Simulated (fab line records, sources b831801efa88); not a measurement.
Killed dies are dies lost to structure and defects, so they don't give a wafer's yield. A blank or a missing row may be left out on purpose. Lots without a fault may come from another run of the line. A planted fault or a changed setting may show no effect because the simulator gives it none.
A struck lot beside a sound one | flow sky130 | 37 steps out of a route of 708
Sound: wafers L639.1, L639.2, L639.5. Struck: wafers L646.2, L646.5, L646.6. The cause comes at the end.
At each step with rows: each side's tool, then ch and its chambers, then its first start. Under that, the readings that differ: sound wafers | struck wafers | difference of the means | sigmas: that difference in standard deviations of wafers without a fault.
alike: readings whose means differ by less than 2 such deviations, and words and numbers that are the same on both sides. not compared: withheld readings, readings that some wafer has no value for, bounds like >300 that may hide the same value, and numbers for which the record gives no deviation and whose values overlap.
The two part at a step that has a row with sigmas, a row that says differs or no value, or rows on one side only. Numbers that don't overlap but have no deviation are shown without sigmas and don't part them. A reading that every wafer of one side lacks parts them only if that side has two wafers or more.

first, 10 steps without rows for these wafers: SKY_VIA3_ETCH_15 (etches SiO2 in C4F8/O2/Ar, stops on TiN, target depth 507 nm, time 78 s); SKY_VIA3_STRIP_16 (strips in O2/N2); SKY_VIA3_STRIP_17 (strips in post etch residue remover, time 1200 s); SKY_VIA3_CLEAN_18 (cleans in IPA, time 180 s); SKY_VIA3_CLEAN_19 (cleans in O3/DIW); SKY_VIA3_SPUTTER_20 (material TiN, target thk 20 nm, time 80 s); SKY_VIA3_CVD_21 (deposits W, target thk 390 nm, time 117.31 s); SKY_VIA3_CMP_24 (polishes, stops on SiO2, t overpolish 20 s, target thk 0 nm); SKY_METAL4_SPUTTER_00 (material Ti, target thk 15 nm, time 10 s); SKY_METAL4_SPUTTER_01 (material TiN, target thk 20 nm, time 16.7 s).
SKY_METAL4_SPUTTER_02: material AlCu, target thk 735 nm, time 39.1 s.
  sound on pvd_sputter-02, day 43 13:32; struck on pvd_sputter-04, day 45 06:00
  reading                                     | sound           | struck            | difference | sigmas
  model.AlCu_of_METAL4_SPUTTER_02.thk_nm (nm) | 725 732.6 733.5 | 821.4 826.6 826.2 | +94.4      |
  alike: throttle_valve_pct
then, 24 steps without rows for these wafers: SKY_METAL4_SPUTTER_03 (material Ti, target thk 5 nm, time 3.3 s); SKY_METAL4_SPUTTER_04 (material TiN, target thk 70 nm, time 58.3 s); SKY_CAP2M_CVD_00 (deposits SiO2, target thk 15.5 nm); SKY_CAP2M_SPUTTER_02 (material TiN, target thk 200 nm, time 166.7 s); SKY_CAP2M_DEHYDRATE_05 (time 60 s); SKY_CAP2M_HMDS_06 (prime time 60 s); SKY_CAP2M_COAT_07 (resist thk 1126 nm); SKY_CAP2M_SOFTBAKE_08 (time 60 s); SKY_CAP2M_EXPOSE_09 (exposes mask CAP2M, target cd 1000 nm); SKY_CAP2M_PEB_10; SKY_CAP2M_DEVELOP_11 (develop time 58.75 s); SKY_CAP2M_METAL_ETCH_13 (etches TiN in Cl2/BCl3, stops on SiO2, target depth 220 nm, time 62.9 s); SKY_CAP2M_STRIP_14 (strips in O2/N2); SKY_CAP2M_STRIP_15 (strips in post etch residue remover, time 1200 s); SKY_CAP2M_CLEAN_16 (cleans in IPA, time 180 s); SKY_CAP2M_CLEAN_17 (cleans in O3/DIW); SKY_METAL4_DEHYDRATE_05 (time 60 s); SKY_METAL4_HMDS_06 (prime time 60 s); SKY_METAL4_COAT_07 (resist thk 60 nm); SKY_METAL4_COAT_08 (resist thk 1140 nm); SKY_METAL4_SOFTBAKE_09 (time 90 s); SKY_METAL4_EXPOSE_10 (exposes mask MM4, target cd 300 nm); SKY_METAL4_PEB_11; SKY_METAL4_DEVELOP_12 (develop time 60 s).
SKY_METAL4_METAL_ETCH_18: etches the open film in Cl2/BCl3, stops on SiO2, target depth 845 nm, time 183.1 s.
  sound on rie_metal-03 ch 0,1, day 45 10:56; struck on rie_metal-02 ch 0,1, day 47 00:38
  reading               | sound             | struck            | difference | sigmas
  oes_product_au (a.u.) | 0.870 0.865 0.860 | 0.913 0.917 0.919 | +0.051     | +9
  alike: drypump_motor_current_A, rf_fwd_power_W, throttle_valve_pct
  not compared: rf_hours_counter_h
-- the record jumps here: 3 days lie between the struck wafers' starts before and after (it left off in module METAL4 and takes up again in module PAD_OPEN, whose first step shown is number 708 of the route) --
SKY_PAD_OPEN_PROBE_99:
  sound on prober-01, day 49 01:13; struck on prober-02, day 50 09:16
  reading                      | sound                   | struck                  | difference | sigmas
  killed_at_contacts           | 27 12 22                | 34 37 29                | +13        | +2
  model.etest.met4.line_ohm_um | 0.1421 0.1412 0.1424    | 0.1291 0.1262 0.1281    | -0.0141    |
  model.etest.met4.rs_ohm_sq   | 0.04311 0.04275 0.04273 | 0.03836 0.03783 0.03802 | -0.00479   |
  alike: defect_limited_yield, killed_at_M0_to_M3, killed_at_M4_up, killed_at_front_end, killed_at_other, killed_dies, killed_open, killed_short, sort_bin_3_pad_short, sort_bin_5_function, sort_bin_6_memory, sort_n_pass, sort_yield_pct

WHERE THEY PART
First at SKY_METAL4_METAL_ETCH_18; last, within this record, at SKY_PAD_OPEN_PROBE_99.

WHY: what the simulator had put in
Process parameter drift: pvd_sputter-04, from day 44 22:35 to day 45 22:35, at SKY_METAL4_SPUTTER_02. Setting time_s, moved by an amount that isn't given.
